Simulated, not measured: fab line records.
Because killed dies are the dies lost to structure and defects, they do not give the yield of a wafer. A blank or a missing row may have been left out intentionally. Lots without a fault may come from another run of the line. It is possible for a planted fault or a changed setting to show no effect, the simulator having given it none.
Which tool was responsible?    flow sky130    18 wafers from 6 lots sampled at 4 of the route's 708 steps

## WHAT EACH GAUGE READ, for each wafer
SKY_PAD_OPEN_BOW_MEAS_13.
lot   measured      on            PAD_OPEN_BOW (um)
L619  day 46 12:28  filmMetro-03  40 41 44
L621  day 48 00:31  filmMetro-02  42 52 48
L626  day 48 15:01  filmMetro-02  51 53 57
L629  day 49 06:38  filmMetro-04  58 39 42
L631  day 49 13:46  filmMetro-03  48 49 51
L637  day 50 17:35  filmMetro-02  48 55 55

## WHAT TOOL EACH LOT RAN ON (gives the tool, then ch and the chambers of the sampled wafers, and finally the start)
lot   SKY_VIA4_ETCH_12                   SKY_METAL5_SPUTTER_00        SKY_METAL5_METAL_ETCH_15
L619  rieDiel-03 ch 1,2, day 43 15:23    pvdSputter-02, day 43 17:01  rieMetal-02 ch 0,1, day 44 15:14
L621  rieDiel-04 ch 0,1, day 45 05:24    pvdSputter-02, day 45 06:47  rieMetal-01 ch 0,1, day 46 03:41
L626  rieDiel-02 ch 0,2,3, day 45 22:38  pvdSputter-04, day 46 00:08  rieMetal-02 ch 1, day 46 20:16
L629  rieDiel-03 ch 2,3, day 46 15:35    pvdSputter-02, day 46 17:00  rieMetal-02 ch 0,1, day 47 13:04
L631  rieDiel-03 ch 0,1,3, day 47 00:37  pvdSputter-03, day 47 01:59  rieMetal-01 ch 0,1, day 47 21:20
L637  rieDiel-03 ch 0,2,3, day 48 09:51  pvdSputter-02, day 48 11:12  rieMetal-01 ch 0,1, day 49 05:04
- SKY_VIA4_ETCH_12: etches SiO2 in C4F8/O2/Ar, stops on TiN, target depth 580 nm.
- SKY_METAL5_SPUTTER_00: material Ti, target thk 15 nm, time 10 s.
- SKY_METAL5_METAL_ETCH_15: etches the open film in Cl2/BCl3, stops on SiO2, target depth 1260 nm, time 252 s.

## THE ANSWER, worked out from the rows above alone
Rule: usual is defined by the lots themselves. Put in order of their means at a reading, lots are off if they are a third of the lots or fewer, leave a main group of 4 or more, and stand apart from it by a gap of 3 or more times the standard deviation of the main group's means; of several such gaps the widest counts. If all means in a main group match to the digits the tables above print for the reading, that group is not used. A lot without any number at a reading at which 4 lots or more have one is off too. The other lots that the step has rows for count as sound.
No lot is off on any of the readings shown, so nothing can be concluded from this.

## WHAT THE SIMULATOR PUT IN
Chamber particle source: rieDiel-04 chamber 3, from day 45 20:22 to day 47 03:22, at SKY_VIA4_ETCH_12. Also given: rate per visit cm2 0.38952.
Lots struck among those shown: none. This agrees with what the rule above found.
